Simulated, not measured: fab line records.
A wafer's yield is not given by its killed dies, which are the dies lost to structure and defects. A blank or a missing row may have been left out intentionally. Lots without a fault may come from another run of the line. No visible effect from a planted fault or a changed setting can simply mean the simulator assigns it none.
Code-filled problem report in 8D (eight disciplines) form -- flow sky130 -- the parts of the form that need people (team, actions taken, sign-off) are left out

== 1. WHAT WENT WRONG ==
At SKY_LDD_LDN_HMDS_01, primeTempC averages 121.25 C over 6 wafers from 2 lots, while fault-free wafers read 119.99 C, standard deviation 0.14. That is +9.0 standard deviations from the usual mean.
The step: prime time 60 s.
Seen first at day 25 14:58 on lithoTrack-03, wafer L375.2. The record holds 42 wafers of 14 lots with a number at this step. Rule for "out" (also "out of limits"): further than 4 standard deviations from the usual mean. Any other wafer with a number is counted as sound.

== 2. WHAT THIS IS AND IS NOT ==
question,is,is not
which readings at this step,primeTempC,-
which lots,"L375, L377","L366, L368, L369, L370, L374, L376, L378, L379, L385, L386, L387, L389"
which wafers of those lots,all that have a number,-
read on which tools,lithoTrack-03,"lithoTrack-01, lithoTrack-02"
when,from day 25 14:58,"up to then (15 sound wafers); but 21 sound wafers of L376, L378, L379, L385, L386, L387, L389 came after"

== 3. SUSPECTS, AND WHAT RULES EACH OUT ==
Counting: a tool at any process step up to the reading remains a suspect when it ran all the lots that are out and ran no sound lot after the first of those.
- lithoTrack-03 at SKY_LDD_LDN_HMDS_01 (prime time 60 s): ruled out as a lasting fault. Sound lots L385 ran on it after its first lot that is out, L375 (day 25 14:58).
Left after counting: nothing in the record.

== 4. THE CAUSE (what the simulator had put in) ==
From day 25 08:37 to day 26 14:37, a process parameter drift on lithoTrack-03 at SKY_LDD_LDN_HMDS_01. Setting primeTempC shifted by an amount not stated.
Counting ruled it out, wrongly.

== 5. THE EFFECT CHAIN, in route order ==
Rows list readings where the struck wafers' mean (over those with a number) sits beyond 3 standard deviations from the usual. Readings are gone through only where the record gives a usual standard deviation; hours: the median, over the lots, of the time from a lot's start at the first step in this table giving one to that lot's start at this step; sigmas: the change measured in usual standard deviations.
hours,step,reading,usual,on struck wafers,change,sigmas
0,SKY_LDD_LDN_HMDS_01,primeTempC,119.99 C,121.25,+1.26,+9.0
The process steps in it:
- SKY_LDD_LDN_HMDS_01: prime time 60 s.
At these later measuring or inspecting steps, every struck wafer for which the step has a row has a number for every such reading, and none has moved that far: SKY_METAL2_THK_MEAS_06, SKY_VIA3_THK_MEAS_01, SKY_VIA3_BOW_MEAS_03.

== 6. HOW IT WOULD HAVE BEEN CAUGHT EARLIER ==
6 hours passed between the start of the fault at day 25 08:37 and the first reading out of limits in this record, taken at day 25 14:58.
